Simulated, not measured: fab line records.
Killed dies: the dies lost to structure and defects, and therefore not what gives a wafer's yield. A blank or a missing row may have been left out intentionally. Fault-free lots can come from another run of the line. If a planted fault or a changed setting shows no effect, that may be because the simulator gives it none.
Which tool was responsible? + flow sky130 + at 1 step of a route of 708, 7 lots with 21 wafers sampled

## WHAT THE GAUGES SHOWED, per wafer
SKY_LI_CONTACT_OVL_MEAS_13.
| lot  | measured     | on         | LI_CONTACT_OVL (nm) |
|------|--------------|------------|---------------------|
| L791 | day 31 11:05 | overlay-01 | -2 -5 -2            |
| L793 | day 32 01:24 | overlay-02 | -11 -9 -7           |
| L798 | day 33 21:09 | overlay-02 | -2 6 -5             |
| L802 | day 35 03:08 | overlay-02 | 11 -2 -1            |
| L804 | day 35 18:26 | overlay-01 | 6 4 -4              |
| L806 | day 36 00:17 | overlay-01 | -1 1 1              |
| L807 | day 37 03:01 | overlay-02 | 7 4 0               |

## WHICH TOOL RAN EACH LOT (tool, then ch and the chambers of the sampled wafers, then the start)
There is no process step in the record ahead of these readings.

## THE ANSWER, worked out from the rows above alone
Rule: the lots themselves supply what counts as usual. The widest of any qualifying gaps counts: lots, ordered by their means at a reading, are off when they make up no more than a third of the lots, leave a main group of 4 or more, and stand apart from it by 3 or more times the standard deviation of that group's means. Not used: any main group whose means are identical at the precision the tables above print for the reading. Also off: a lot with no number at a reading for which 4 or more lots have one. Any other lot the step has rows for is counted as sound.
No lot is off on any of the readings shown, so nothing can be concluded from this.

## WHAT WAS PUT IN BY THE SIMULATOR
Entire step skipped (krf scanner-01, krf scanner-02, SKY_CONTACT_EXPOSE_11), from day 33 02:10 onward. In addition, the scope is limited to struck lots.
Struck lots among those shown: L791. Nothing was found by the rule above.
